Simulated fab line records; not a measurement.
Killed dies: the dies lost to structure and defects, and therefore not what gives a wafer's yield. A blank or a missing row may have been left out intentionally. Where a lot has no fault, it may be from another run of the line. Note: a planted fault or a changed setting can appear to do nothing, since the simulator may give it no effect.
fab line records	flow sky130
record lots=7	wafers=21	lastDay=50
route steps=708 shown VT_ADJUST_PCH@148 SONOS_TUNNEL@154 PAD_OPEN@708
lots untouched by any fault: they come from a run of this same line in which no faults occurred
startH: hours from the record's opening day to when the first of the lot's shown wafers began	waitH: time in hours since the lot's previous step	" as in the row above	L1.1+2: several wafers, shown together as one row	- no value present, or no start provided	* or withheld: withheld	< > ~ a bound
route shown NAME@n: NAME is a module with steps in the file, n the number in the route of the first one	usual: the fault-free wafers' mean and standard deviation	same: alike in all rows	chamber/n: place in a boat	sites: the reading at each site	_std_site: standard deviation of those values	_edge_site: inner sites' mean taken away from outer sites' mean	radiusMm: how far each site lies from the wafer's centre	mask NAME#n: copy n	behind: the last tool/chamber to shape the wafer	hold: why the lot was held/for how many hours/how that ended	device: transistor that didn't switch, given as n, p or np	end of line: the same wafers' tests at the end of the route	a step with no rows: only its recipe	killed: dies lost to structure and defects at the first sort, not the wafer's yield	map: the dies of a wafer, with x for killed, . for not killed, _ for no die there
set.NAME: the setting the step ran with; set.NAME@STEP: the setting that earlier step ran with	model.NAME: the simulator's own value behind a step, which no gauge read
lots at selected steps of the route; one table per step, one row per wafer
services: the hour from which a tool's chamber was out of use, counted from the record's first day as startH (under 0 if before that day), plus the number of hours and why
## steps
# step SKY_VT_ADJUST_PCH_PEB_05
# recipe tempC=115	timeS=withheld
# step SKY_VT_ADJUST_PCH_DEVELOP_06
# recipe wallAngleDeg=90	developer=TMAH	developTimeS=60	devTempC=23
# step SKY_VT_ADJUST_PCH_OVL_MEAS_07
# usual VT_ADJUST_PCH_OVL=-0.6/1.3
lot.wafer	tool	chamber	startH	waitH	VT_ADJUST_PCH_OVL[nm]
L528.1	overlay-01	-	229.79	-	-1.0
L528.4	"	-	"	"	-1.6
L528.5	"	-	"	"	-1.9
L531.1	overlay-01	-	250.77	-	1.0
L531.3	"	-	"	"	1.0
L531.6	"	-	"	"	1.2
L539.1	overlay-01	-	314.84	-	-1.6
L539.3	"	-	"	"	-3.6
L539.5	"	-	"	"	-2.4
L540.1	overlay-01	-	325.42	-	-2.2
L540.2	"	-	"	"	-0.9
L540.4	"	-	"	"	-2.6
L542.2	overlay-01	-	347.93	-	1.0
L542.4	"	-	"	"	1.1
L542.6	"	-	"	"	0.5
L547.2	overlay-02	-	384.38	-	-1.3
L547.3	"	-	"	"	-1.3
L547.6	"	-	"	"	-0.4
L549.2	overlay-01	-	403.55	-	-2.3
L549.3	"	-	"	"	-1.7
L549.4	"	-	"	"	-0.3
# step SKY_VT_ADJUST_PCH_IMPLANT_08
# recipe species=B	energyKev=10	doseCm2=5e+11	tiltDeg=withheld
# step SKY_VT_ADJUST_PCH_STRIP_09
# recipe chemistry=O2/N2	powerW=1400	pressureMtorr=1500	platenTempC=withheld	o2FlowSccm=3000	n2FlowSccm=300	overashFraction=0.5
# usual drypumpMotorCurrentA=5.6/0.47	oesProductAu=0.722/0.0049	stripTimeToEndpointS=36.86/0.083
lot.wafer	tool	chamber	startH	waitH	drypumpMotorCurrentA	oesProductAu	rfHoursCounterH	stripTimeToEndpointS
L528.1	plasmaAsher-02	1	229.98	0.1	4.8	0.716	39	36.75
L528.4	"	1	"	"	4.8	0.721	-	37.01
L528.5	"	0	"	"	5.8	0.721	-	36.79
L531.1	plasmaAsher-03	1	250.96	0.1	5.4	0.723	56	36.83
L531.3	"	1	"	"	5.4	0.725	-	36.91
L531.6	"	1	"	"	5.4	0.722	-	36.86
L539.1	plasmaAsher-02	1	315.03	0.1	4.8	0.725	48	36.81
L539.3	"	0	"	"	5.8	0.722	-	36.76
L539.5	"	1	"	"	4.8	0.717	-	36.83
L540.1	plasmaAsher-02	0	325.61	0.1	5.8	0.722	49	36.91
L540.2	"	1	"	"	4.8	0.727	49	36.83
L540.4	"	0	"	"	5.8	0.714	-	37.05
L542.2	plasmaAsher-02	0	348.11	0.1	5.8	0.723	51	36.93
L542.4	"	0	"	"	5.8	0.724	-	36.84
L542.6	"	1	"	"	4.8	0.717	-	36.75
L547.2	plasmaAsher-02	0	384.56	0.1	5.8	0.732	54	36.81
L547.3	"	1	"	"	4.8	0.728	-	36.89
L547.6	"	0	"	"	5.8	0.727	-	36.87
L549.2	plasmaAsher-04	0	403.73	0.1	6.1	0.719	73	36.98
L549.3	"	0	"	"	6.1	0.710	-	37.04
L549.4	"	1	"	"	5.5	0.721	-	36.95
# step SKY_VT_ADJUST_PCH_TW_MEAS_10
# usual VT_ADJUST_PCH_TW=142.6/1.3
lot.wafer	tool	chamber	startH	waitH	VT_ADJUST_PCH_TW
L528.1	filmMetro-02	-	230.08	0.1	143.2
L528.4	"	-	"	"	144.4
L528.5	"	-	"	"	144.8
L531.1	filmMetro-03	-	251.06	0.1	142.8
L531.3	"	-	"	"	142.9
L531.6	"	-	"	"	142.0
L539.1	filmMetro-02	-	315.13	0.1	143.7
L539.3	"	-	"	"	144.2
L539.5	"	-	"	"	143.7
L540.1	filmMetro-02	-	325.71	0.1	144.2
L540.2	"	-	"	"	143.7
L540.4	"	-	"	"	144.3
L542.2	filmMetro-01	-	348.22	0.1	141.3
L542.4	"	-	"	"	141.6
L542.6	"	-	"	"	141.2
L547.2	filmMetro-02	-	384.67	0.1	142.4
L547.3	"	-	"	"	142.4
L547.6	"	-	"	"	141.8
L549.2	filmMetro-02	-	403.84	0.1	142.2
L549.3	"	-	"	"	143.2
L549.4	"	-	"	"	142.9
# step SKY_SONOS_TUNNEL_DEHYDRATE_00
# recipe tempC=200	timeS=60
# step SKY_SONOS_TUNNEL_HMDS_01
# recipe primeTimeS=60	primeTempC=120
# step SKY_SONOS_TUNNEL_COAT_02
# recipe resist=NOVOLAK	spinRpm=3000	resistThkNm=1140
# step SKY_SONOS_TUNNEL_SOFTBAKE_03
# recipe tempC=90	timeS=60	resist=NOVOLAK
# step SKY_SONOS_TUNNEL_EXPOSE_04
# recipe maskId=TUNM	na=0.6	sourceShape=conventional	sigmaOuter=0.6	polarization=unpolarized	targetCdNm=410	doseMj=136
# step SKY_SONOS_TUNNEL_PEB_05
# recipe tempC=withheld	timeS=*	resist=NOVOLAK
# step SKY_SONOS_TUNNEL_DEVELOP_06
# recipe resist=NOVOLAK	developer=TMAH	developTimeS=60	devTempC=23
lot.wafer	tool	chamber	startH	waitH
L528.1+4+5	lithoTrack-04	0	251.94	0.1
L531.1+3+6	lithoTrack-01	0	274.28	0.1
L539.1+3+5	lithoTrack-04	0	340.59	0.1
L540.1+2+4	lithoTrack-04	0	351.54	0.1
L542.2+4+6	lithoTrack-04	0	375.87	0.1
L547.2+3+6	lithoTrack-02	0	413.47	0.1
L549.2+3+4	lithoTrack-04	0	433.67	0.1
# step SKY_SONOS_TUNNEL_OVL_MEAS_08
# usual SONOS_TUNNEL_OVL=-0.5/1.4
lot.wafer	tool	chamber	startH	waitH	hold	SONOS_TUNNEL_OVL[nm]
L528.1	overlay-02	-	252.21	0.1	-	-0.1
L528.4	"	-	"	"	-	-0.6
L528.5	"	-	"	"	-	-0.8
L531.1	overlay-01	-	274.55	0.1	-	0.5
L531.3	"	-	"	"	-	-0.8
L531.6	"	-	"	"	-	-0.8
L539.1	overlay-02	-	342.36	1.3	awaitDispo/1.2h/release	-0.8
L539.3	"	-	"	"	awaitDispo/1.2h/release	-0.9
L539.5	"	-	"	"	awaitDispo/1.2h/release	-0.7
L540.1	overlay-02	-	355.20	3.1	awaitDispo/3.0h/release	-0.5
L540.2	"	-	"	"	awaitDispo/3.0h/release	-1.6
L540.4	"	-	"	"	awaitDispo/3.0h/release	-1.7
L542.2	overlay-02	-	377.77	1.5	awaitDispo/1.4h/release	-3.1
L542.4	"	-	"	"	awaitDispo/1.4h/release	-1.6
L542.6	"	-	"	"	awaitDispo/1.4h/release	-3.3
L547.2	overlay-02	-	413.72	0.1	-	-0.4
L547.3	"	-	"	"	-	-0.9
L547.6	"	-	"	"	-	0.1
L549.2	overlay-02	-	433.92	0.1	-	0.0
L549.3	"	-	"	"	-	-0.3
L549.4	"	-	"	"	-	-0.6
# step SKY_PAD_OPEN_PROBE_99
# usual killed_at_M0_to_M3=44/7.3	killed_at_M4_up=3.1/1.6	killedAtContacts=24/5.4	killedAtFrontEnd=15/4	killedAtOther=0.2/0.49	killedDies=86/10	killedOnRim=17/3.7	killedOpen=48/7.3	killedShort=38/6.3
# same grossDies=492	killedAtBackSide=0
lot.wafer	tool	chamber	startH	waitH	hold	killed_at_M0_to_M3	killed_at_M4_up	killedAtContacts	killedAtFrontEnd	killedAtOther	killedDies	killedOnRim	killedOpen	killedShort
L528.1	prober-01	-	1076.52	0.1	-	49	4	23	6	0	82	15	43	39
L528.4	prober-01	-	1076.67	0.2	-	39	3	25	14	0	81	15	40	41
L528.5	prober-01	-	1076.72	0.2	-	42	4	24	13	0	83	14	52	31
L531.1	prober-02	-	1094.31	0.1	-	45	1	22	20	0	88	15	50	38
L531.3	prober-02	-	1094.41	0.2	-	56	4	22	22	1	105	16	49	56
L531.6	prober-02	-	1094.56	0.2	-	39	0	19	15	1	74	10	40	34
L539.1	prober-02	-	1144.01	0.1	awaitDispo/3.6h/scrap	44	2	20	383	0	449	72	41	31
L539.3	prober-02	-	1144.11	0.2	awaitDispo/3.6h/scrap	43	4	26	395	0	468	83	44	45
L539.5	prober-02	-	1144.21	0.2	awaitDispo/3.6h/scrap	34	2	24	403	1	464	78	36	37
L540.1	prober-01	-	1150.74	0.1	awaitDispo/3.7h/scrap	56	2	15	393	0	466	82	44	42
L540.2	prober-01	-	1150.79	0.1	awaitDispo/3.7h/scrap	49	3	28	384	0	464	83	58	34
L540.4	prober-01	-	1150.89	0.2	awaitDispo/3.7h/scrap	35	4	23	412	1	475	84	34	38
L542.2	prober-01	-	1165.59	0.1	awaitDispo/3.3h/scrap	53	7	26	389	0	475	87	52	51
L542.4	prober-01	-	1165.69	0.2	awaitDispo/3.3h/scrap	48	4	32	384	2	470	85	61	43
L542.6	prober-01	-	1165.79	0.2	awaitDispo/3.3h/scrap	42	3	29	379	0	453	76	44	42
L547.2	prober-01	-	1187.63	0.1	-	51	3	36	17	1	108	24	61	47
L547.3	prober-01	-	1187.68	0.2	-	46	5	24	9	0	84	16	49	35
L547.6	prober-01	-	1187.83	0.2	-	57	1	19	15	0	92	23	41	51
L549.2	prober-02	-	1197.67	0.1	-	32	6	34	17	0	89	15	52	37
L549.3	prober-02	-	1197.72	0.2	-	60	2	24	12	0	98	16	52	46
L549.4	prober-02	-	1197.77	0.2	-	50	5	35	12	0	102	20	66	36
# killed by level:class
L528.1 VIA1:geometricParticle:open=14 CONTACT:geometricParticle:open=9 VIA3:geometricParticle:open=6 METAL1:geometricParticle:short=5 VIA1:geometricParticle:short=5 METAL2:geometricParticle:short=4 METAL3:geometricParticle:short=4 VIA3:geometricParticle:short=4
L528.4 CONTACT:geometricParticle:open=8 VIA1:geometricParticle:open=8 LI_CONTACT:geometricParticle:open=5 METAL1:geometricParticle:short=5 FIELD_ISO:geometricParticle:short=4 POLY_GATE:geometricParticle:open=4 POLY_GATE:geometricParticle:short=4 LI_CONTACT:geometricParticle:short=4
L528.5 VIA1:geometricParticle:open=11 LI_CONTACT:geometricParticle:open=10 VIA3:geometricParticle:open=9 CONTACT:geometricParticle:open=7 METAL1:geometricParticle:short=6 POLY_GATE:geometricParticle:short=4 VIA1:geometricParticle:short=4 VIA2:geometricParticle:open=4
L531.1 VIA3:geometricParticle:open=12 CONTACT:geometricParticle:open=10 POLY_GATE:geometricParticle:short=7 VIA1:geometricParticle:open=7 METAL1:geometricParticle:short=6 POLY_GATE:geometricParticle:open=5 LI_CONTACT:geometricParticle:open=5 METAL2:geometricParticle:short=5
L531.3 VIA2:geometricParticle:open=13 METAL2:geometricParticle:short=11 LOCAL_INTERCONNECT:geometricParticle:short=8 VIA3:geometricParticle:open=7 CONTACT:geometricParticle:open=7 FIELD_ISO:geometricParticle:short=6 VIA1:geometricParticle:open=6 POLY_GATE:geometricParticle:open=5
L531.6 VIA3:geometricParticle:open=8 CONTACT:geometricParticle:open=7 VIA1:geometricParticle:open=6 METAL2:geometricParticle:short=6 VIA1:geometricParticle:short=5 VIA2:geometricParticle:short=5 FIELD_ISO:geometricParticle:short=4 FIELD_ISO:geometricParticle:open=4
L539.1 SONOS_TUNNEL:areaDevelop=377 VIA1:geometricParticle:open=10 CONTACT:geometricParticle:open=9 METAL2:geometricParticle:short=8 VIA2:geometricParticle:open=8 LI_CONTACT:geometricParticle:open=4 CONTACT:geometricParticle:short=4 METAL1:geometricParticle:short=4
L539.3 SONOS_TUNNEL:areaDevelop=379 CONTACT:geometricParticle:open=12 VIA1:geometricParticle:short=8 VIA1:geometricParticle:open=8 CONTACT:geometricParticle:short=7 LI_CONTACT:geometricParticle:open=6 METAL1:geometricParticle:short=6 FIELD_ISO:geometricParticle:open=5
L539.5 SONOS_TUNNEL:areaDevelop=391 CONTACT:geometricParticle:open=8 VIA2:geometricParticle:open=6 LOCAL_INTERCONNECT:geometricParticle:short=6 VIA1:geometricParticle:open=6 METAL2:geometricParticle:short=6 POLY_GATE:geometricParticle:short=5 CONTACT:geometricParticle:short=4
L540.1 SONOS_TUNNEL:areaDevelop=380 VIA1:geometricParticle:open=11 VIA2:geometricParticle:open=11 METAL1:geometricParticle:short=7 VIA1:geometricParticle:short=6 METAL3:geometricParticle:short=6 VIA3:geometricParticle:open=5 FIELD_ISO:geometricParticle:short=4
L540.2 SONOS_TUNNEL:areaDevelop=372 VIA2:geometricParticle:open=11 CONTACT:geometricParticle:open=10 LI_CONTACT:geometricParticle:open=9 VIA3:geometricParticle:open=9 VIA1:geometricParticle:open=8 METAL2:geometricParticle:short=8 VIA1:geometricParticle:short=5
L540.4 SONOS_TUNNEL:areaDevelop=403 VIA1:geometricParticle:open=10 LI_CONTACT:geometricParticle:open=6 CONTACT:geometricParticle:open=5 LI_CONTACT:geometricParticle:short=5 METAL2:geometricParticle:short=5 LOCAL_INTERCONNECT:geometricParticle:short=4 METAL1:geometricParticle:short=4
L542.2 SONOS_TUNNEL:areaDevelop=372 VIA1:geometricParticle:open=14 CONTACT:geometricParticle:open=11 VIA2:geometricParticle:open=7 METAL3:geometricParticle:short=6 VIA2:geometricParticle:short=6 CONTACT:geometricParticle:short=6 VIA1:geometricParticle:short=6
L542.4 SONOS_TUNNEL:areaDevelop=366 CONTACT:geometricParticle:open=16 VIA1:geometricParticle:open=15 VIA3:geometricParticle:open=8 POLY_GATE:geometricParticle:short=6 CONTACT:geometricParticle:short=5 LI_CONTACT:geometricParticle:open=5 VIA1:geometricParticle:short=5
L542.6 SONOS_TUNNEL:areaDevelop=367 CONTACT:geometricParticle:open=11 VIA1:geometricParticle:open=10 LI_CONTACT:geometricParticle:open=8 METAL1:geometricParticle:short=6 VIA1:geometricParticle:short=6 POLY_GATE:geometricParticle:short=5 CONTACT:geometricParticle:short=5
L547.2 VIA1:geometricParticle:open=12 LI_CONTACT:geometricParticle:open=9 CONTACT:geometricParticle:open=9 VIA3:geometricParticle:open=8 FIELD_ISO:geometricParticle:open=7 VIA2:geometricParticle:open=7 METAL2:geometricParticle:short=7 LOCAL_INTERCONNECT:geometricParticle:short=6
L547.3 VIA1:geometricParticle:open=13 CONTACT:geometricParticle:open=10 VIA2:geometricParticle:open=7 LI_CONTACT:geometricParticle:open=6 VIA3:geometricParticle:open=6 METAL2:geometricParticle:short=5 LI_CONTACT:geometricParticle:short=5 METAL4:geometricParticle:short=5
L547.6 VIA1:geometricParticle:open=12 METAL2:geometricParticle:short=11 FIELD_ISO:geometricParticle:short=8 CONTACT:geometricParticle:open=7 VIA2:geometricParticle:open=7 CONTACT:geometricParticle:short=5 VIA3:geometricParticle:open=5 METAL1:geometricParticle:short=4
L549.2 CONTACT:geometricParticle:open=15 LI_CONTACT:geometricParticle:open=10 METAL1:geometricParticle:short=7 VIA1:geometricParticle:open=7 VIA2:geometricParticle:open=6 POLY_GATE:geometricParticle:open=5 LOCAL_INTERCONNECT:geometricParticle:short=5 METAL4:geometricParticle:short=5
L549.3 VIA1:geometricParticle:open=15 CONTACT:geometricParticle:open=11 VIA1:geometricParticle:short=9 METAL1:geometricParticle:short=7 VIA2:geometricParticle:open=6 METAL2:geometricParticle:short=6 POLY_GATE:geometricParticle:short=4 LI_CONTACT:geometricParticle:short=4
L549.4 CONTACT:geometricParticle:open=17 VIA1:geometricParticle:open=15 LI_CONTACT:geometricParticle:open=13 VIA2:geometricParticle:open=7 VIA1:geometricParticle:short=6 VIA3:geometricParticle:open=6 POLY_GATE:geometricParticle:short=4 METAL1:geometricParticle:short=4
# map L539.3 (x killed, . not)
__________xxxxxxx.xx_________
________..xxxxxxxxx.x._______
______.xx.xxxxxxxxxxxxxx_____
_____.xxx.xxxxxxxxxxxxxxx____
____.xxxxxxxxxxxxxxxxxxxxx___
___xx.xxxxxxxxxxxxxxxxxxxxx__
__..x.xxxxxxxxxxxxxxxxxxxxxx_
_xx.xxxxxxxxxxxxxxxxxxxxxxxxx
_..xxxxxxxxxxxxxxxxxxxxxxxxxx
_..xxxxxxxxxxxxxxxxxxxxxxxxxx
_.x.xxxxxxxxxxxxxxxxxxxxxxxxx
_xxxxxxxxxxxxxxxxxxxxxxxxxxxx
_xxxx.xxxxxxxxxxxxxxxxxxxxxxx
_xxxxxxxxxxxxxxxxxxxxxxxxxxxx
_xx.xxxxxxxxxxxxxxxxxxxxxxxxx
__xxx.xxxxxxxxxxxxxxxxxxxxxx_
___xxxxxxxxxxxxxxxxxxxxxxxx__
____xxxxxxxxxxxxxxxxxxxxxx___
_____xxxxxxxxxxxxxxxxxxxx____
______xxxxxxxxxxxxxxxxxx_____
________xxxxxxxxxxxxxx_______
__________xxxxxxxxxx_________
# map L540.4 (x killed, . not)
__________.xxxx..xx._________
________xx.xxxxxxxxxxx_______
______x.xxxxxxxxxxxxxxxx_____
_____xx.xxxxxxxxxxxxxxxxx____
____.xxxxxxxxxxxxxxxxxxxxx___
___x.xxxxxxxxxxxxxxxxxxxxxx__
__x..xxxxxxxxxxxxxxxxxxxxxxx_
_.xxxxxxxxxxxxxxxxxxxxxxxxxxx
_.x.xxxxxxxxxxxxxxxxxxxxxxxxx
_xxxxxxxxxxxxxxxxxxxxxxxxxxxx
_xxxxxxxxxxxxxxxxxxxxxxxxxxxx
_xxxxxxxxxxxxxxxxxxxxxxxxxxxx
_xxxxxxxxxxxxxxxxxxxxxxxxxxxx
_xxxxxxxxxxxxxxxxxxxxxxxxxxxx
_xxx.xxxxxxxxxxxxxxxxxxxxxxxx
__.x.xxxxxxxxxxxxxxxxxxxxxxx_
___xxxxxxxxxxxxxxxxxxxxxxxx__
____xxxxxxxxxxxxxxxxxxxxxx___
_____xxxxxxxxxxxxxxxxxxxx____
______xxxxxxxxxxxxxxxxxx_____
________xxxxxxxxxxxxxx_______
__________xxxxxxxxxx_________
## services
tool	chamber	startH	hours	kind
plasmaAsher-02	-	226.23	2.9	repair
plasmaAsher-03	-	236.25	8.5	repair
plasmaAsher-04	-	259.42	1.2	repair
plasmaAsher-03	-	302.50	11.8	repair
plasmaAsher-02	-	339.43	4.0	repair
plasmaAsher-04	-	383.22	0.9	repair
plasmaAsher-04	-	421.25	9.0	pm
plasmaAsher-04	0	421.25	9.0	ventCycle
plasmaAsher-04	1	421.25	9.0	ventCycle
plasmaAsher-04	0	430.25	-	clean
plasmaAsher-04	1	430.25	-	clean
## key
firstSign step=SKY_PAD_OPEN_PROBE_99	reading=killedAtFrontEnd	direction=up	sigmas=94	usual=15	struck=391
effect step=SKY_PAD_OPEN_PROBE_99	reading=killedDies	direction=up	sigmas=38	usual=86	struck=465
moreKillsBornAt SKY_SONOS_TUNNEL_DEVELOP_06@lithoTrack-04=3407
metAt SKY_SONOS_TUNNEL_DEVELOP_06
struckWafers L539.1,L539.3,L539.5,L540.1,L540.2,L540.4,L542.2,L542.4,L542.6
laterRowsLeftOut L539.1,L539.3,L539.5,L540.1,L540.2,L540.4,L542.2,L542.4,L542.6
testerLeftOut L539,L540,L542
onsetBetween 251.94 340.59
fault kind=processParameterDrift	tool=lithoTrack-04	chamber=-	onsetH=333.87	steps=SKY_SONOS_TUNNEL_DEVELOP_06	channel=developTimeS	offset=*	shape=step	endH=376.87	actsIn=*	stated=*
# testerLeftOut: of these lots the tester's yield and bins aren't shown, on N5 and GAA mostly nor the transistor test; their killed dies are dies lost to structure and defects alone, not to doping, threshold or leakage, so they don't give the yield
# laterRowsLeftOut: the simulator's readings of these wafers behind a module that went badly wrong aren't trusted and aren't shown, but for the sort
